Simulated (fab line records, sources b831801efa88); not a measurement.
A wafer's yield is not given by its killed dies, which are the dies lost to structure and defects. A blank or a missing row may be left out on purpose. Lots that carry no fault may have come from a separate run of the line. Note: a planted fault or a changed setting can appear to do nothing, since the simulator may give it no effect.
fab line records | flow sfq-line
record lots=5 wafers=23
route steps=325 shown INCOMING@2 L0@7 L0V@16 M0@32 I0@51 M1@63 M2@93
start-h: hours from the record's opening day to when the first of the lot's shown wafers began | wait-h: time in hours since the lot's previous step | " repeats the value in the row above | L1.1+2: a single row standing in for several wafers | - no value, or no start given | * or withheld: withheld | < > ~ a bound
route shown NAME@n: a module of which the file shows steps, and the number in the route of the first | usual: the fault-free wafers' mean and standard deviation | same: alike in all rows | chamber/n: place in a boat | sites: each site's reading | _std_site: how widely they spread, as a standard deviation | _edge_site: mean of outer sites minus mean of inner sites | radius-mm: for every site, how far away it sits from the centre of the wafer | mask NAME#n: copy n | behind: the tool/chamber that last shaped the wafer | hold: why the lot went on hold/how many hours it stayed there/how the hold came to an end | device: names the non-switching transistor (n, p or np) | end of line: tests of these same wafers at the route's end | a step with no rows: only its recipe | killed: dies that structure and defects cost at the first sort, which is not the same as the wafer's yield | map: the dies of a wafer, with x for killed, . for not killed, _ for no die there
set.NAME: setting as actually run; set.NAME@STEP: the setting as run at that earlier step | model.NAME: the simulator's own value behind a step, which no gauge read
lots with deliberately changed settings; one table per step, one row per wafer
## steps
# step SFQ_TRILAYER_INCOMING_OXIDATION_002
# recipe temp-c=1000 ambient=H2O target-thk-a=5000 p-h2o-torr=720 ox-time-s=4939
# columns lot.wafer tool chamber start-h wait-h set.temp-c model.SiO2_of_TRILAYER_INCOMING_OXIDATION_002.thk-nm
L074.1 - - - 0.1 1015 563.4
L074.2 " - " " 1015 566.6
L074.3 " - " " 1015 556.1
L074.4 " - " " 1015 565.6
L074.5 " - " " 1015 565.9
L077.1 - - - 0.1 1000 512.4
L077.3 " - " " 1000 514.9
L077.4 " - " " 1000 513.6
L077.5 " - " " 1000 517.5
L077.6 " - " " 1000 512.8
L078.1 - - - 0.1 971 392.5
L078.2 " - " " 971 395.4
L078.3 " - " " 971 393.3
L078.5 " - " " 971 396.4
L078.6 " - " " 971 399.4
L080.2 furnace-02 0 40.12 0.1 1000 497.1
L080.5 " 0 " " 1000 488.9
L080.6 " 0 " " 1000 500.3
L083.1 - - - 0.1 1029 599.1
L083.2 " - " " 1029 612.2
L083.3 " - " " 1029 602.2
L083.5 " - " " 1029 609.8
L083.6 " - " " 1029 604.8
# step SFQ_TRILAYER_L0_LITHO_COAT_005
# recipe resist=KrF spin-rpm=3000 resist-thk-nm=600
# columns lot.wafer tool chamber start-h wait-h set.resist-thk-nm model.KrF_of_TRILAYER_L0_LITHO_COAT_005.thk-nm
L074.1 litho-track-04 0 13.07 0.2 600 601.1
L074.2 " 0 " " 600 599.9
L074.3 " 0 " " 600 600.4
L074.4 " 0 " " 600 602.3
L074.5 " 0 " " 600 601.5
L077.1 litho-track-01 0 28.04 0.2 600 602
L077.3+4 " 0 " " 582.7 584.8
L077.5 " 0 " " 600 602.7
L077.6 " 0 " " 582.7 584.2
L078.1 litho-track-03 0 33.04 0.2 600 596
L078.2 " 0 " " 600 597.6
L078.3 " 0 " " 590.8 589.8
L078.5 " 0 " " 600 598.1
L078.6 " 0 " " 590.8 587.5
L080.2 litho-track-04 0 43.09 0.2 600 599.6
L080.5 " 0 " " 600 597.9
L080.6 " 0 " " 600 597.6
L083.1 litho-track-03 0 58.04 0.2 600 597.2
L083.2 " 0 " " 600 597.5
L083.3 " 0 " " 600 596.2
L083.5 " 0 " " 600 595.9
L083.6 " 0 " " 600 597.4
# step SFQ_TRILAYER_L0_CAP_PECVD_011
# recipe material=SiO2 temp-c=150 time-s=13.333 pressure-torr=2.4 rf-w=183.3 precursor=SiH4/N2O target-thk-nm=60
# columns lot.wafer tool chamber start-h wait-h set.time-s model.SiO2_of_TRILAYER_L0_CAP_PECVD_011.thk-nm
L074.1 pecvd-01 0 74.67 0.0 13.333 60.35
L074.2 " 1 " " 14.45 65.44
L074.3 " 2 " " 14.45 64.41
L074.4 " 0 " " 13.333 61.48
L074.5 " 2 " " 14.45 65.15
L077.1 pecvd-02 0 88.63 0.0 12.4 56.06
L077.3 " 1 " " 13.333 60.38
L077.4 " 2 " " 13.333 60.55
L077.5 " 1 " " 12.4 57.22
L077.6 " 0 " " 12.4 56.39
L078.1 pecvd-01 2 95.85 0.0 13.333 59.83
L078.2 " 0 " " 14.35 64.06
L078.3 " 1 " " 14.35 64.81
L078.5 " 2 " " 13.333 60.11
L078.6 " 1 " " 13.333 60.86
L080.2 pecvd-02 1 113.69 0.0 13.333 61.39
L080.5 " 1 " " 13.333 61.73
L080.6 " 0 " " 13.333 61.99
L083.1 pecvd-02 0 130.49 0.0 13.333 60.6
L083.2 " 2 " " 13.333 60.74
L083.3 " 1 " " 12 55.35
L083.5 " 1 " " 12 56.49
L083.6 " 0 " " 13.333 61.45
# step SFQ_TRILAYER_L0_VIA_BARC_OPEN_VIA_ETCH_021
# recipe mask-material=PR chemistry=O2 target-depth-nm=125 target=BARC source-w=500 bias-w=80 pressure-mtorr=30 time-s=41.7
# columns lot.wafer tool chamber start-h wait-h set.time-s
L074.1+2+3+4+5 rie-diel-01 2,3,1,0,3 147.64 0.0 41.7
L077.1+6 rie-diel-02 3,1 159.64 0.0 41.7
L077.3+4+5 " 1,2,2 " " 47.03
L078.1+2+3+5+6 rie-diel-01 1,2,3,2,1 171.64 0.0 41.7
L080.2+5+6 rie-diel-03 3,0,3 203.22 0.0 41.7
L083.1+3+6 rie-diel-02 1,2,1 214.86 0.0 41.7
L083.2+5 " 3 " " 37.37
# step SFQ_TRILAYER_L0_VIA_ETCH_VIA_ETCH_016
# recipe target=SiO2 stop-on=MoNx_KI mask-material=PR chemistry=CHF3 target-depth-nm=80 source-w=500 bias-w=80 pressure-mtorr=30 time-s=withheld
# usual oes-product-au=0.847/0.0088
# columns lot.wafer tool chamber start-h wait-h set.time-s@TRILAYER_L0_CAP_PECVD_011 oes-product-au model.etch.depth-nm model.L0V.feature-depth-nm
L074.1 rie-diel-01 2 147.68 0.0 * 0.842 60.35 60.35
L074.2 " 3 " " * 0.885 - 65.44
L074.3 " 1 " " * 0.884 64.41 64.41
L074.4 " 0 " " * 0.857 - 61.48
L074.5 " 3 " " * 0.883 65.15 65.15
L077.1 rie-diel-02 3 159.68 0.0 * 0.811 56.06 56.06
L077.3 " 1 " " * 0.837 - 60.31
L077.4 " 2 " " * 0.844 60.48 60.49
L077.5 " 2 " " * 0.824 - 57.15
L077.6 " 1 " " * 0.811 - 56.39
L078.1 rie-diel-01 1 171.68 0.0 * 0.850 - 59.83
L078.2 " 2 " " * 0.877 64.06 64.06
L078.3 " 3 " " * 0.881 - 64.81
L078.5 " 2 " " * 0.847 - 60.11
L078.6 " 1 " " * 0.845 60.86 60.86
L080.2 rie-diel-03 3 203.26 0.0 * 0.852 61.39 61.39
L080.5 " 0 " " * 0.859 61.73 61.73
L080.6 " 3 " " * 0.854 61.99 61.99
L083.1 rie-diel-02 1 214.90 0.0 * 0.851 - 60.6
L083.2 " 3 " " * 0.849 60.74 60.74
L083.3 " 2 " " * 0.811 55.35 55.35
L083.5 " 3 " " * 0.820 56.49 56.49
L083.6 " 1 " " * 0.854 - 61.45
# step SFQ_TRILAYER_M0_LITHO_COAT_026
# recipe resist=BARC spin-rpm=3000 resist-thk-nm=62
# columns lot.wafer tool chamber start-h wait-h set.resist-thk-nm model.BARC_of_TRILAYER_M0_LITHO_COAT_026.thk-nm
L074.1+4 litho-track-02 0 148.95 0.2 59.08 59.37
L074.2 " 0 " " 62 62.13
L074.3 " 0 " " 59.08 59.15
L074.5 " 0 " " 62 62.08
L077.1 litho-track-01 0 160.80 0.1 59.92 59.73
L077.3 " 0 " " 59.92 59.7
L077.4 " 0 " " 59.92 59.75
L077.5 " 0 " " 62 62.05
L077.6 " 0 " " 62 61.82
L078.1 litho-track-01 0 172.81 0.1 62 62.27
L078.2 " 0 " " 60.82 60.85
L078.3 " 0 " " 62 62.12
L078.5 " 0 " " 62 62.2
L078.6 " 0 " " 60.82 60.97
L080.2 litho-track-02 0 204.42 0.1 62 62.18
L080.5 " 0 " " 62 62.29
L080.6 " 0 " " 62 62.26
L083.1 litho-track-03 0 216.02 0.1 62 62.14
L083.2 " 0 " " 62 62.21
L083.3 " 0 " " 62 62.17
L083.5 " 0 " " 62 62.13
L083.6 " 0 " " 62 62.12
# step SFQ_TRILAYER_M0_LITHO_PEB_024
# recipe peb-temp-c=115 peb-time-s=60 resist=KrF
# columns lot.wafer tool chamber start-h wait-h set.peb-time-s
L074.1+5 litho-track-01 0 232.91 1.0 66.05
L074.2+3+4 " 0 " " 60
L077.1+3+4+5+6 litho-track-01 0 246.11 1.0 60
L078.1+3+6 litho-track-02 0 264.11 1.0 60
L078.2+5 " 0 " " 67.37
L080.2+5+6 litho-track-02 0 308.34 0.8 60
L083.1+2+3 litho-track-01 0 326.23 1.0 60
L083.5+6 " 0 " " 54.33
# step SFQ_TRILAYER_M0_LITHO_DEVELOP_023
# recipe time-s=60 resist=KrF
# step SFQ_TRILAYER_M0_BARC_OPEN_METAL_ETCH_031
# recipe mask-material=PR chemistry=O2 target-depth-nm=125 target=BARC icp-w=600 bias-w=80 pressure-mtorr=10 time-s=41.7
# columns lot.wafer tool chamber start-h wait-h set.peb-time-s@TRILAYER_M0_LITHO_PEB_024 model.M0.cd-nm
L074.1 rie-metal-04 0 233.25 0.0 66.05 488.1
L074.2 " 1 " " 60 501.2
L074.3 " 1 " " 60 501.5
L074.4 " 0 " " 60 501.4
L074.5 " 1 " " 66.05 488.9
L077.1 rie-metal-01 0 246.45 0.0 60 498.2
L077.3 " 0 " " 60 498.9
L077.4 " 1 " " 60 498.7
L077.5 " 0 " " 60 499.2
L077.6 " 1 " " 60 499.6
L078.1 rie-metal-01 1 264.45 0.0 60 498.3
L078.2 " 0 " " 67.37 483.4
L078.3 " 1 " " 60 498.5
L078.5 " 1 " " 67.37 482.5
L078.6 " 0 " " 60 497.8
L080.2 rie-metal-01 0 308.65 0.0 60 500.8
L080.5 " 1 " " 60 500.7
L080.6 " 0 " " 60 499.6
L083.1 rie-metal-01 1 326.56 0.0 60 502.2
L083.2 " 0 " " 60 501.9
L083.3 " 1 " " 60 502.6
L083.5 " 0 " " 54.33 516.9
L083.6 " 1 " " 54.33 516.3
# step SFQ_TRILAYER_I0_VIA_LITHO_PEB_034
# recipe peb-temp-c=115 peb-time-s=60 resist=KrF
# columns lot.wafer tool chamber start-h wait-h set.peb-temp-c
L074.1+2+3+4+5 litho-track-04 0 326.31 1.0 115
L077.1+3+5 litho-track-04 0 - - 115
L077.4+6 " 0 " " 113.9
L078.1+2+6 litho-track-04 0 331.11 1.0 116.3
L078.3+5 " 0 " " 115
L080.2+5+6 litho-track-01 0 333.54 0.8 115
L083.1+5+6 litho-track-01 0 337.11 1.0 117.8
L083.2+3 " 0 " " 115
# step SFQ_TRILAYER_I0_VIA_BARC_OPEN_VIA_ETCH_046
# recipe mask-material=PR chemistry=O2 target-depth-nm=125 target=BARC source-w=500 bias-w=80 pressure-mtorr=30 time-s=41.7
# usual oes-product-au=0.686/0.0053
# columns lot.wafer tool chamber start-h wait-h set.time-s set.peb-temp-c@TRILAYER_I0_VIA_LITHO_PEB_034 oes-product-au model.I0.cd-nm model.KrF_of_TRILAYER_I0_VIA_LITHO_COAT_031.thk-nm
L074.1 rie-diel-01 0 326.65 0.0 41.7 115 0.686 498.3 575.9
L074.2 " 3 " " 35.58 115 0.736 501.1 586.6
L074.3 " 2 " " 41.7 115 0.678 498.9 576.3
L074.4 " 3 " " 35.58 115 0.728 502.3 585.3
L074.5 " 2 " " 41.7 115 0.687 499.8 577.1
L077.1 rie-diel-01 1 330.46 0.0 41.7 115 0.680 499.2 574.2
L077.3 " 3 " " 41.7 115 0.683 500.5 575.8
L077.4 " 0 " " 41.7 113.9 0.686 478.2 571.8
L077.5 " 1 " " 41.7 115 0.683 499.1 575
L077.6 " 0 " " 41.7 113.9 0.696 477.9 571.8
L078.1 rie-diel-04 2 331.45 0.0 41.7 116.3 0.692 521.7 575
L078.2 " 3 " " 41.7 116.3 0.691 522.9 575.6
L078.3 " 1 " " 36.29 115 0.736 499.7 582
L078.5 " 3 " " 41.7 115 0.691 500.9 572.1
L078.6 " 0 " " 36.29 116.3 0.738 521.7 581.9
L080.2 rie-diel-04 2 333.85 0.0 41.7 115 0.692 499.6 574.4
L080.5 " 1 " " 41.7 115 0.685 499.8 571.9
L080.6 " 0 " " 41.7 115 0.690 498.7 574.1
L083.1 rie-diel-04 1 337.45 0.0 41.7 117.8 0.678 545.4 572.5
L083.2 " 0 " " 41.7 115 0.691 501.2 576.7
L083.3 " 2 " " 41.7 115 0.679 500.7 574.8
L083.5 " 1 " " 41.7 117.8 0.682 547.1 573
L083.6 " 0 " " 41.7 117.8 0.683 545.6 575.6
# step SFQ_TRILAYER_I0_VIA_ETCH_VIA_ETCH_034
# recipe target=SiO2 stop-on=Nb mask-material=PR taper-deg=20 chemistry=CHF3 target-depth-nm=260 source-w=500 bias-w=80 pressure-mtorr=30 time-s=withheld
# columns lot.wafer tool chamber start-h wait-h set.time-s@TRILAYER_I0_VIA_BARC_OPEN_VIA_ETCH_046 model.KrF_of_TRILAYER_I0_VIA_LITHO_COAT_031.thk-nm
L074.1 rie-diel-01 0 326.69 0.0 * 529.9
L074.2 " 3 " " * 542.9
L074.3 " 2 " " * 531.2
L074.4 " 3 " " * 541.9
L074.5 " 2 " " * 532.1
L077.1 rie-diel-01 1 330.50 0.0 * 530.5
L077.3 " 3 " " * 532
L077.4 " 0 " " * 525.7
L077.5 " 1 " " * 531.2
L077.6 " 0 " " * 526.1
L078.1 rie-diel-04 2 331.49 0.0 * 530.7
L078.2 " 3 " " * 531.7
L078.3 " 1 " " * 537.8
L078.5 " 3 " " * 527.8
L078.6 " 0 " " * 538.2
L080.2 rie-diel-04 2 333.89 0.0 * 530.2
L080.5 " 1 " " * 527.1
L080.6 " 0 " " * 530.3
L083.1 rie-diel-04 1 337.49 0.0 * 528.2
L083.2 " 0 " " * 532.7
L083.3 " 2 " " * 530.7
L083.5 " 1 " " * 528.8
L083.6 " 0 " " * 531.7
# step SFQ_TRILAYER_M1_LITHO_COAT_039
# recipe resist=KrF spin-rpm=3000 resist-thk-nm=600
# columns lot.wafer tool chamber start-h wait-h set.spin-rpm model.KrF_of_TRILAYER_M1_LITHO_COAT_039.thk-nm
L074.1 litho-track-01 0 328.18 0.2 2894 611.6
L074.2 " 0 " " 3000 599.1
L074.3 " 0 " " 3000 598
L074.4 " 0 " " 2894 609.4
L074.5 " 0 " " 2894 611.7
L077.1 litho-track-03 0 331.99 0.2 3000 601.4
L077.3 " 0 " " 3088 593.2
L077.4 " 0 " " 3000 601.3
L077.5 " 0 " " 3088 591.6
L077.6 " 0 " " 3000 600.2
L078.1 litho-track-03 0 332.98 0.2 3145 586.3
L078.2 " 0 " " 3000 598.5
L078.3 " 0 " " 3145 585.2
L078.5 " 0 " " 3145 585.7
L078.6 " 0 " " 3000 598.8
L080.2 litho-track-03 0 335.43 0.2 3000 600.5
L080.5 " 0 " " 3000 603.1
L080.6 " 0 " " 3000 601.8
L083.1 litho-track-01 0 338.98 0.2 2907 610
L083.2+5 " 0 " " 3000 598.7
L083.3 " 0 " " 3000 597.9
L083.6 " 0 " " 2907 608.1
# step SFQ_TRILAYER_M1_BARC_OPEN_METAL_ETCH_054
# recipe mask-material=PR chemistry=O2 target-depth-nm=125 target=BARC icp-w=600 bias-w=80 pressure-mtorr=10 time-s=41.7
# columns lot.wafer tool chamber start-h wait-h set.bias-w set.spin-rpm@TRILAYER_M1_LITHO_COAT_039 model.KrF_of_TRILAYER_M1_LITHO_COAT_039.thk-nm
L074.1 rie-metal-02 1 456.19 0.0 80 2894 533.2
L074.2 " 0 " " 80 3000 521.3
L074.3 " 1 " " 80 3000 519.4
L074.4 " 0 " " 80 2894 531.7
L074.5 " 1 " " 80 2894 533.3
L077.1 rie-metal-03 0 463.39 0.0 88.16 3000 522.5
L077.3 " 1 " " 80 3088 516.4
L077.4 " 0 " " 88.16 3000 522.4
L077.5 " 0 " " 80 3088 514.5
L077.6 " 1 " " 80 3000 523
L078.1 rie-metal-01 0 464.59 0.0 80 3145 509.3
L078.2 " 1 " " 88.78 3000 520.8
L078.3 " 1 " " 88.78 3145 507.2
L078.5 " 1 " " 80 3145 509.6
L078.6 " 0 " " 88.78 3000 519.5
L080.2 rie-metal-02 0 470.59 0.0 80 3000 522.7
L080.5 " 1 " " 80 3000 524.9
L080.6 " 0 " " 80 3000 523.9
L083.1 rie-metal-02 1 478.99 0.0 86.37 2907 530.8
L083.2 " 0 " " 80 3000 520.9
L083.3 " 1 " " 86.37 3000 518.5
L083.5 " 0 " " 80 3000 521.4
L083.6 " 1 " " 86.37 2907 529.1
# step SFQ_TRILAYER_M1_ETCH_METAL_ETCH_042
# recipe target=Nb stop-on=SiO2 mask-material=PR chemistry=Cl2/Ar target-depth-nm=240 icp-w=600 bias-w=80 pressure-mtorr=10 time-s=120
# columns lot.wafer tool chamber start-h wait-h set.spin-rpm@TRILAYER_M1_LITHO_COAT_039 model.KrF_of_TRILAYER_M1_LITHO_COAT_039.thk-nm
L074.1 rie-metal-02 1 456.25 0.0 2894 388.6
L074.2 " 0 " " 3000 378.5
L074.3 " 1 " " 3000 374.9
L074.4 " 0 " " 2894 388.3
L074.5 " 1 " " 2894 387.8
L077.1 rie-metal-03 0 463.45 0.0 3000 379
L077.3 " 1 " " 3088 373.8
L077.4 " 0 " " 3000 381.5
L077.5 " 0 " " 3088 373.2
L077.6 " 1 " " 3000 382.6
L078.1 rie-metal-01 0 464.65 0.0 3145 366.4
L078.2 " 1 " " 3000 381.3
L078.3 " 1 " " 3145 369
L078.5 " 1 " " 3145 370.5
L078.6 " 0 " " 3000 377.3
L080.2 rie-metal-02 0 470.65 0.0 3000 381
L080.5 " 1 " " 3000 381.4
L080.6 " 0 " " 3000 381.2
L083.1 rie-metal-02 1 479.05 0.0 2907 387.8
L083.2 " 0 " " 3000 379.4
L083.3 " 1 " " 3000 376.1
L083.5 " 0 " " 3000 379.1
L083.6 " 1 " " 2907 387.3
# step SFQ_TRILAYER_M2_LITHO_COAT_057
# recipe resist=KrF spin-rpm=3000 resist-thk-nm=600
# columns lot.wafer tool chamber start-h wait-h set.spin-rpm model.KrF_of_TRILAYER_M2_LITHO_COAT_057.thk-nm
L074.1 litho-track-02 0 468.96 0.2 3000 599.7
L074.2 " 0 " " 3063 592.9
L074.3 " 0 " " 3063 592.6
L074.4 " 0 " " 3063 593.7
L074.5 " 0 " " 3000 599.3
L077.1 litho-track-02 0 475.56 0.2 3000 601.3
L077.3+4 " 0 " " 3081 594.1
L077.5 " 0 " " 3000 601.5
L077.6 " 0 " " 3081 592.7
L078.1 litho-track-02 0 477.36 0.2 3166 583.4
L078.2 " 0 " " 3000 599.4
L078.3 " 0 " " 3166 583.2
L078.5 " 0 " " 3000 599.1
L078.6 " 0 " " 3000 600.7
L080.2 litho-track-02 0 480.43 0.2 3000 598.9
L080.5 " 0 " " 3000 597.6
L080.6 " 0 " " 3000 598.2
L083.1 litho-track-01 0 488.85 0.2 3223 580.2
L083.2 " 0 " " 3000 600.3
L083.3 " 0 " " 3223 580.6
L083.5 " 0 " " 3223 580.4
L083.6 " 0 " " 3000 601.1
## key
split step=SFQ_TRILAYER_INCOMING_OXIDATION_002 setting=temp-c stated=1000 by=lot
response step=SFQ_TRILAYER_INCOMING_OXIDATION_002 reading=model.SiO2_of_TRILAYER_INCOMING_OXIDATION_002.thk-nm change=+36.6 per=1% r=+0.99
split step=SFQ_TRILAYER_L0_LITHO_COAT_005 setting=resist-thk-nm stated=600 by=wafer
response step=SFQ_TRILAYER_L0_LITHO_COAT_005 reading=model.KrF_of_TRILAYER_L0_LITHO_COAT_005.thk-nm change=+6.03 per=1% r=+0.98
split step=SFQ_TRILAYER_L0_CAP_PECVD_011 setting=time-s stated=13.333 by=wafer
response step=SFQ_TRILAYER_L0_CAP_PECVD_011 reading=model.SiO2_of_TRILAYER_L0_CAP_PECVD_011.thk-nm change=+0.518 per=1% r=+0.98
response step=SFQ_TRILAYER_L0_VIA_ETCH_VIA_ETCH_016 reading=oes-product-au change=+0.00381 per=1% r=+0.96
response step=SFQ_TRILAYER_L0_VIA_ETCH_VIA_ETCH_016 reading=model.etch.depth-nm change=+0.506 per=1% r=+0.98
response step=SFQ_TRILAYER_L0_VIA_ETCH_VIA_ETCH_016 reading=model.L0V.feature-depth-nm change=+0.517 per=1% r=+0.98
split step=SFQ_TRILAYER_L0_VIA_BARC_OPEN_VIA_ETCH_021 setting=time-s stated=41.7 by=wafer
response none clear
split step=SFQ_TRILAYER_M0_LITHO_COAT_026 setting=resist-thk-nm stated=62 by=wafer
response step=SFQ_TRILAYER_M0_LITHO_COAT_026 reading=model.BARC_of_TRILAYER_M0_LITHO_COAT_026.thk-nm change=+0.622 per=1% r=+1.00
split step=SFQ_TRILAYER_M0_LITHO_PEB_024 setting=peb-time-s stated=60 by=wafer
response step=SFQ_TRILAYER_M0_BARC_OPEN_METAL_ETCH_031 reading=model.M0.cd-nm change=-1.33 per=1% r=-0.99
split step=SFQ_TRILAYER_I0_VIA_LITHO_PEB_034 setting=peb-temp-c stated=115 by=wafer
response step=SFQ_TRILAYER_I0_VIA_BARC_OPEN_VIA_ETCH_046 reading=model.I0.cd-nm change=+19.1 per=1% r=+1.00
split step=SFQ_TRILAYER_I0_VIA_BARC_OPEN_VIA_ETCH_046 setting=time-s stated=41.7 by=wafer
response step=SFQ_TRILAYER_I0_VIA_BARC_OPEN_VIA_ETCH_046 reading=oes-product-au change=-0.00337 per=1% r=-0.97
response step=SFQ_TRILAYER_I0_VIA_BARC_OPEN_VIA_ETCH_046 reading=model.KrF_of_TRILAYER_I0_VIA_LITHO_COAT_031.thk-nm change=-0.625 per=1% r=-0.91
response step=SFQ_TRILAYER_I0_VIA_ETCH_VIA_ETCH_034 reading=model.KrF_of_TRILAYER_I0_VIA_LITHO_COAT_031.thk-nm change=-0.7 per=1% r=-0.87
split step=SFQ_TRILAYER_M1_LITHO_COAT_039 setting=spin-rpm stated=3000 by=wafer
response step=SFQ_TRILAYER_M1_LITHO_COAT_039 reading=model.KrF_of_TRILAYER_M1_LITHO_COAT_039.thk-nm change=-3.04 per=1% r=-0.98
response step=SFQ_TRILAYER_M1_BARC_OPEN_METAL_ETCH_054 reading=model.KrF_of_TRILAYER_M1_LITHO_COAT_039.thk-nm change=-2.78 per=1% r=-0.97
response step=SFQ_TRILAYER_M1_ETCH_METAL_ETCH_042 reading=model.KrF_of_TRILAYER_M1_LITHO_COAT_039.thk-nm change=-2.65 per=1% r=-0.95
split step=SFQ_TRILAYER_M1_BARC_OPEN_METAL_ETCH_054 setting=bias-w stated=80 by=wafer
response none clear
split step=SFQ_TRILAYER_M2_LITHO_COAT_057 setting=spin-rpm stated=3000 by=wafer
response step=SFQ_TRILAYER_M2_LITHO_COAT_057 reading=model.KrF_of_TRILAYER_M2_LITHO_COAT_057.thk-nm change=-2.83 per=1% r=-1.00
